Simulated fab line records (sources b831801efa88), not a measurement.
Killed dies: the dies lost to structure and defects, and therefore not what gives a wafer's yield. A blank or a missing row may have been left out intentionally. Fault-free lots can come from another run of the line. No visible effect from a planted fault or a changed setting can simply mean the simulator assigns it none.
fab line records + flow sky130 + part 2 of 2: steps 28 to 40 of 40
record:
- lots: 5
- wafers: 15
- last-day: 50
route steps=708 shown VIA2@524 METAL3@532 CAPM@537
lots that met no fault: taken from a fault-free run of the same line
start-h: the number of hours between the record's first day and the start of the first shown wafer of the lot + wait-h: hours elapsed since this lot's preceding step + " unchanged from the row above + L1.1+2: one row covering several wafers at once + - either no value or no given start + * or withheld: withheld + < > ~ a bound
route shown NAME@n: a module of which the file shows steps, and the number in the route of the first + usual: average and standard deviation across the fault-free wafers + same: alike in all rows + chamber/n: place in a boat + sites: readings site by site + _std_site: the values' standard deviation + _edge_site: outer sites' mean less inner sites' + radius-mm: how far each site lies from the wafer's centre + mask NAME#n: copy n + behind: the most recent tool/chamber to have shaped the wafer + hold: reason for holding the lot/hours on hold/outcome of the hold + device: which transistor (n, p or np) failed to switch + end of line: the same wafers' tests at the end of the route + a step with no rows: only its recipe + killed: count of dies lost to structure and defects at first sort (not the wafer's yield) + map: a wafer's dies, marking killed ones x, the rest . and places with no die _
set.NAME: the setting that was run; set.NAME@STEP: the one run at that earlier step + model.NAME: the simulator's own value behind a step, which no gauge read
certain route steps with their lots: each step a table, each wafer a row
services: from which hour (start-h, from the record's first day; less than 0 if before it) a tool's chamber was out of use, for how many hours, and why
== steps ==
step: SKY_CAPM_STRIP_14
recipe:
- chemistry: O2/N2
- power-w: 1400
- pressure-mtorr: 1500
- platen-temp-c: withheld
- o2-flow-sccm: 3000
- n2-flow-sccm: 300
- overash-fraction: 0.5
usual:
- chamber-pressure-mTorr: 1500.0/1.5
- drypump-motor-current-A: 5.75/0.14
- oes-product-au: 0.710/0.0046
- strip-time-to-endpoint-s: 12.65/0.042
| lot.wafer | tool            | chamber | start-h | wait-h | chamber-pressure-mTorr | drypump-motor-current-A | oes-product-au | rf-hours-counter-h | strip-time-to-endpoint-s |
|-----------|-----------------|---------|---------|--------|------------------------|-------------------------|----------------|--------------------|--------------------------|
| L084.2    | plasma-asher-02 | 1       | 959.70  | 0.1    | 1504.0                 | 5.91                    | 0.714          | 117                | 12.60                    |
| L084.3    | "               | 1       | "       | "      | 1498.1                 | 5.87                    | 0.712          | -                  | 12.59                    |
| L084.5    | "               | 0       | "       | "      | 1499.5                 | 5.56                    | 0.707          | -                  | 12.60                    |
| L086.1    | plasma-asher-01 | 0       | 970.90  | 0.1    | 1501.4                 | 5.83                    | 0.708          | 22                 | 12.74                    |
| L086.2    | "               | 1       | "       | "      | 1501.4                 | 5.79                    | 0.709          | 22                 | 12.74                    |
| L086.4    | "               | 1       | "       | "      | 1502.2                 | 5.77                    | 0.714          | -                  | 12.67                    |
| L089.3    | plasma-asher-02 | 0       | 995.58  | 0.1    | 1501.6                 | 5.54                    | 0.717          | -                  | 12.63                    |
| L089.4    | "               | 1       | "       | "      | 1497.0                 | 5.90                    | 0.714          | -                  | 12.69                    |
| L089.6    | "               | 1       | "       | "      | 1500.3                 | 5.87                    | 0.711          | -                  | 12.66                    |
| L092.2    | plasma-asher-02 | 0       | 1003.86 | 0.1    | 1500.1                 | 5.52                    | 0.707          | 121                | 12.68                    |
| L092.5    | "               | 0       | "       | "      | 1500.4                 | 5.54                    | 0.707          | -                  | 12.68                    |
| L092.6    | "               | 1       | "       | "      | 1501.9                 | 5.95                    | 0.709          | -                  | 12.66                    |
| L094.2    | plasma-asher-02 | 1       | 1021.16 | 0.1    | 1499.5                 | 5.88                    | 0.713          | 123                | 12.59                    |
| L094.3    | "               | 1       | "       | "      | 1500.1                 | 5.90                    | 0.713          | -                  | 12.60                    |
| L094.4    | "               | 0       | "       | "      | 1500.8                 | 5.53                    | 0.716          | -                  | 12.62                    |
step: SKY_CAPM_STRIP_15
recipe:
- chemistry: post-etch-residue-remover
- time-s: 1200
- temp-c: 72.5
| lot.wafer  | tool         | chamber | start-h | wait-h |
|------------|--------------|---------|---------|--------|
| L084.2+3+5 | wet-bench-04 | 2       | 959.80  | 0.1    |
| L086.1+2+4 | wet-bench-02 | 2       | 971.00  | 0.1    |
| L089.3+4+6 | wet-bench-04 | 3       | 995.65  | 0.0    |
| L092.2+5+6 | wet-bench-04 | 3       | 1003.96 | 0.1    |
| L094.2+3+4 | wet-bench-02 | 1       | 1021.26 | 0.1    |
step: SKY_CAPM_CLEAN_16
recipe:
- chemistry: IPA
- time-s: 180
- temp-c: 25
| lot.wafer  | tool         | chamber | start-h | wait-h |
|------------|--------------|---------|---------|--------|
| L084.2+3+5 | wet-bench-03 | 2       | 960.17  | 0.0    |
| L086.1+2+4 | wet-bench-02 | 2       | 971.34  | 0.0    |
| L089.3+4+6 | wet-bench-04 | 2       | 996.02  | 0.0    |
| L092.2+5+6 | wet-bench-02 | 0       | 1004.33 | 0.0    |
| L094.2+3+4 | wet-bench-04 | 2       | 1021.60 | 0.0    |
step: SKY_CAPM_CLEAN_17
recipe:
- chemistry: O3/DIW
- dry: n2-spin
| lot.wafer  | tool         | chamber | start-h | wait-h |
|------------|--------------|---------|---------|--------|
| L084.2+3+5 | wet-bench-02 | 0       | 960.23  | 0.0    |
| L086.1+2+4 | wet-bench-03 | 2       | 971.40  | 0.0    |
| L089.3+4+6 | wet-bench-03 | 2       | 996.13  | 0.0    |
| L092.2+5+6 | wet-bench-04 | 3       | 1004.45 | 0.0    |
| L094.2+3+4 | wet-bench-03 | 2       | 1021.74 | 0.0    |
step: SKY_METAL3_DEHYDRATE_05
recipe:
- temp-c: 200
- time-s: 60
usual:
- plate-temp-C: 199.97/0.18
| lot.wafer | tool           | chamber | start-h | wait-h | plate-temp-C |
|-----------|----------------|---------|---------|--------|--------------|
| L084.2    | litho-track-03 | 0       | 971.86  | 11.5   | 199.99       |
| L084.3    | "              | 0       | "       | "      | 199.89       |
| L084.5    | "              | 0       | "       | "      | 200.03       |
| L086.1    | litho-track-02 | 0       | 982.00  | 10.5   | 199.73       |
| L086.2    | "              | 0       | "       | "      | 199.73       |
| L086.4    | "              | 0       | "       | "      | 200.00       |
| L089.3    | litho-track-01 | 0       | 1006.26 | 10.0   | 200.05       |
| L089.4    | "              | 0       | "       | "      | 199.91       |
| L089.6    | "              | 0       | "       | "      | 200.12       |
| L092.2    | litho-track-03 | 0       | 1016.01 | 11.5   | 200.14       |
| L092.5    | "              | 0       | "       | "      | 200.07       |
| L092.6    | "              | 0       | "       | "      | 200.20       |
| L094.2    | litho-track-01 | 0       | 1031.68 | 9.8    | 200.08       |
| L094.3    | "              | 0       | "       | "      | 200.23       |
| L094.4    | "              | 0       | "       | "      | 200.01       |
step: SKY_METAL3_HMDS_06
recipe:
- prime-time-s: 60
- prime-temp-c: 120
| lot.wafer  | tool           | chamber | start-h | wait-h |
|------------|----------------|---------|---------|--------|
| L084.2+3+5 | litho-track-03 | 0       | 972.01  | 0.1    |
| L086.1+2+4 | litho-track-02 | 0       | 982.15  | 0.1    |
| L089.3+4+6 | litho-track-01 | 0       | 1006.41 | 0.1    |
| L092.2+5+6 | litho-track-03 | 0       | 1016.16 | 0.1    |
| L094.2+3+4 | litho-track-01 | 0       | 1031.83 | 0.1    |
step: SKY_METAL3_COAT_07
recipe:
- resist: BARC
- temp-c: withheld
- time-s: withheld
- spin-rpm: 3000
- resist-thk-nm: 60
| lot.wafer  | tool           | chamber | start-h | wait-h |
|------------|----------------|---------|---------|--------|
| L084.2+3+5 | litho-track-03 | 0       | 972.16  | 0.1    |
| L086.1+2+4 | litho-track-02 | 0       | 982.30  | 0.1    |
| L089.3+4+6 | litho-track-01 | 0       | 1006.56 | 0.1    |
| L092.2+5+6 | litho-track-03 | 0       | 1016.31 | 0.1    |
| L094.2+3+4 | litho-track-01 | 0       | 1031.98 | 0.1    |
step: SKY_METAL3_COAT_08
recipe:
- resist: KrF-thick
- spin-rpm: 3000
- resist-thk-nm: 1140
| lot.wafer  | tool           | chamber | start-h | wait-h |
|------------|----------------|---------|---------|--------|
| L084.2+3+5 | litho-track-03 | 0       | -       | -      |
| L086.1+2+4 | litho-track-02 | 0       | -       | -      |
| L089.3+4+6 | litho-track-01 | 0       | -       | -      |
| L092.2+5+6 | litho-track-03 | 0       | -       | -      |
| L094.2+3+4 | litho-track-01 | 0       | -       | -      |
step: SKY_METAL3_SOFTBAKE_09
recipe:
- temp-c: 100.7
- time-s: 90
- resist: KrF-thick
usual:
- plate-temp-C: 100.71/0.13
| lot.wafer | tool           | chamber | start-h | wait-h | plate-temp-C |
|-----------|----------------|---------|---------|--------|--------------|
| L084.2    | litho-track-03 | 0       | -       | -      | 100.77       |
| L084.3    | "              | 0       | "       | "      | 100.82       |
| L084.5    | "              | 0       | "       | "      | 100.92       |
| L086.1    | litho-track-02 | 0       | -       | -      | 100.59       |
| L086.2    | "              | 0       | "       | "      | 100.66       |
| L086.4    | "              | 0       | "       | "      | 100.84       |
| L089.3    | litho-track-01 | 0       | -       | -      | 100.63       |
| L089.4    | "              | 0       | "       | "      | 100.45       |
| L089.6    | "              | 0       | "       | "      | 100.64       |
| L092.2    | litho-track-03 | 0       | -       | -      | 100.90       |
| L092.5    | "              | 0       | "       | "      | 100.84       |
| L092.6    | "              | 0       | "       | "      | 100.99       |
| L094.2    | litho-track-01 | 0       | -       | -      | 100.78       |
| L094.3    | "              | 0       | "       | "      | 100.76       |
| L094.4    | "              | 0       | "       | "      | 100.70       |
step: SKY_METAL3_EXPOSE_10
recipe:
- mask-id: MM3
- na: 0.68
- source-shape: annular
- sigma-inner: 0.4
- sigma-outer: 0.8
- target-cd-nm: 300
- dose-mj: 28
usual:
- reticle-temp-C: 22.98/0.11
| lot.wafer | tool           | chamber | start-h | wait-h | mask  | reticle-temp-C |
|-----------|----------------|---------|---------|--------|-------|----------------|
| L084.2    | krf-scanner-01 | 0       | -       | -      | MM3#0 | 23.04          |
| L084.3    | "              | 0       | "       | "      | MM3#0 | 23.09          |
| L084.5    | "              | 0       | "       | "      | MM3#0 | 22.98          |
| L086.1    | krf-scanner-02 | 0       | -       | -      | MM3#0 | 22.83          |
| L086.2    | "              | 0       | "       | "      | MM3#0 | 23.10          |
| L086.4    | "              | 0       | "       | "      | MM3#0 | 22.82          |
| L089.3    | krf-scanner-01 | 0       | -       | -      | MM3#0 | 23.03          |
| L089.4    | "              | 0       | "       | "      | MM3#0 | 23.04          |
| L089.6    | "              | 0       | "       | "      | MM3#0 | 23.09          |
| L092.2    | krf-scanner-01 | 0       | -       | -      | MM3#0 | 23.10          |
| L092.5    | "              | 0       | "       | "      | MM3#0 | 23.30          |
| L092.6    | "              | 0       | "       | "      | MM3#0 | 23.21          |
| L094.2    | krf-scanner-02 | 0       | -       | -      | MM3#0 | 23.01          |
| L094.3    | "              | 0       | "       | "      | MM3#0 | 23.04          |
| L094.4    | "              | 0       | "       | "      | MM3#0 | 23.08          |
step: SKY_METAL3_PEB_11
recipe:
- peb-temp-c: withheld
- peb-time-s: withheld
- resist: KrF-thick
| lot.wafer  | tool           | chamber | start-h | wait-h |
|------------|----------------|---------|---------|--------|
| L084.2+3+5 | litho-track-03 | 0       | -       | -      |
| L086.1+2+4 | litho-track-03 | 0       | -       | -      |
| L089.3+4+6 | litho-track-01 | 0       | -       | -      |
| L092.2+5+6 | litho-track-03 | 0       | -       | -      |
| L094.2+3+4 | litho-track-02 | 0       | -       | -      |
step: SKY_METAL3_DEVELOP_12
recipe:
- develop-time-s: 60
- resist: KrF-thick
- dev-temp-c: 21
usual:
- developer-temp-C: 20.98/0.11
| lot.wafer | tool           | chamber | start-h | wait-h | developer-temp-C |
|-----------|----------------|---------|---------|--------|------------------|
| L084.2    | litho-track-03 | 0       | -       | -      | 20.70            |
| L084.3    | "              | 0       | "       | "      | 20.70            |
| L084.5    | "              | 0       | "       | "      | 20.88            |
| L086.1    | litho-track-03 | 0       | -       | -      | 20.98            |
| L086.2    | "              | 0       | "       | "      | 21.14            |
| L086.4    | "              | 0       | "       | "      | 21.11            |
| L089.3    | litho-track-01 | 0       | -       | -      | 20.91            |
| L089.4    | "              | 0       | "       | "      | 21.00            |
| L089.6    | "              | 0       | "       | "      | 20.95            |
| L092.2    | litho-track-03 | 0       | -       | -      | 20.85            |
| L092.5    | "              | 0       | "       | "      | 20.82            |
| L092.6    | "              | 0       | "       | "      | 20.92            |
| L094.2    | litho-track-02 | 0       | -       | -      | 20.97            |
| L094.3    | "              | 0       | "       | "      | 20.94            |
| L094.4    | "              | 0       | "       | "      | 20.94            |
step: SKY_METAL3_CD_MEAS_13
recipe:
- target-cd-nm: 300
usual:
- cd-nm: 299.6/1.5
| lot.wafer | tool      | chamber | start-h | wait-h | cd-nm |
|-----------|-----------|---------|---------|--------|-------|
| L084.2    | cd-sem-02 | -       | 983.85  | -      | 298.1 |
| L084.3    | "         | -       | "       | "      | 298.8 |
| L084.5    | "         | -       | "       | "      | 296.7 |
| L086.1    | cd-sem-02 | -       | 994.93  | -      | 300.5 |
| L086.2    | "         | -       | "       | "      | 299.4 |
| L086.4    | "         | -       | "       | "      | 301.0 |
| L089.3    | cd-sem-02 | -       | 1019.30 | -      | 299.0 |
| L089.4    | "         | -       | "       | "      | 301.1 |
| L089.6    | "         | -       | "       | "      | 300.8 |
| L092.2    | cd-sem-02 | -       | 1027.20 | -      | 298.6 |
| L092.5    | "         | -       | "       | "      | 298.9 |
| L092.6    | "         | -       | "       | "      | 298.6 |
| L094.2    | cd-sem-02 | -       | 1043.77 | -      | 300.9 |
| L094.3    | "         | -       | "       | "      | 297.6 |
| L094.4    | "         | -       | "       | "      | 299.4 |
== services ==
| tool             | chamber | start-h | hours | kind   |
|------------------|---------|---------|-------|--------|
| cmp-02           | -       | 912.00  | 4.0   | pm     |
| iline-stepper-02 | -       | 918.67  | 6.9   | repair |
| cmp-01           | -       | 920.27  | 1.8   | repair |
| cmp-02           | -       | 924.68  | 0.9   | repair |
| krf-scanner-01   | -       | 928.35  | 0.2   | repair |
| cmp-01           | -       | 938.43  | 3.9   | repair |
| pvd-sputter-01   | -       | 942.08  | 3.2   | repair |
| cmp-02           | -       | 943.38  | 2.7   | repair |
| pvd-sputter-04   | -       | 943.85  | 4.6   | repair |
| pecvd-01         | -       | 948.82  | 6.0   | pm     |
| plasma-asher-02  | -       | 950.47  | 0.4   | repair |
| wet-bench-02     | -       | 954.45  | 1.9   | pm     |
| krf-scanner-01   | -       | 966.76  | 0.2   | repair |
| cmp-01           | -       | 966.86  | 0.6   | repair |
| cmp-01           | -       | 977.91  | 1.9   | repair |
| krf-scanner-01   | -       | 980.65  | 3.1   | repair |
| pecvd-01         | -       | 988.74  | 0.2   | repair |
| rie-metal-01     | -       | 997.18  | 0.3   | repair |
| pvd-sputter-01   | -       | 1005.36 | 0.5   | repair |
| krf-scanner-01   | -       | 1012.08 | 0.8   | pm     |
| cmp-01           | -       | 1019.77 | 1.4   | repair |
| pecvd-01         | 2       | 1030.96 | 5.8   | repair |
| krf-scanner-01   | -       | 1037.29 | 4.0   | pm     |
| pecvd-01         | -       | 1041.73 | 3.5   | repair |
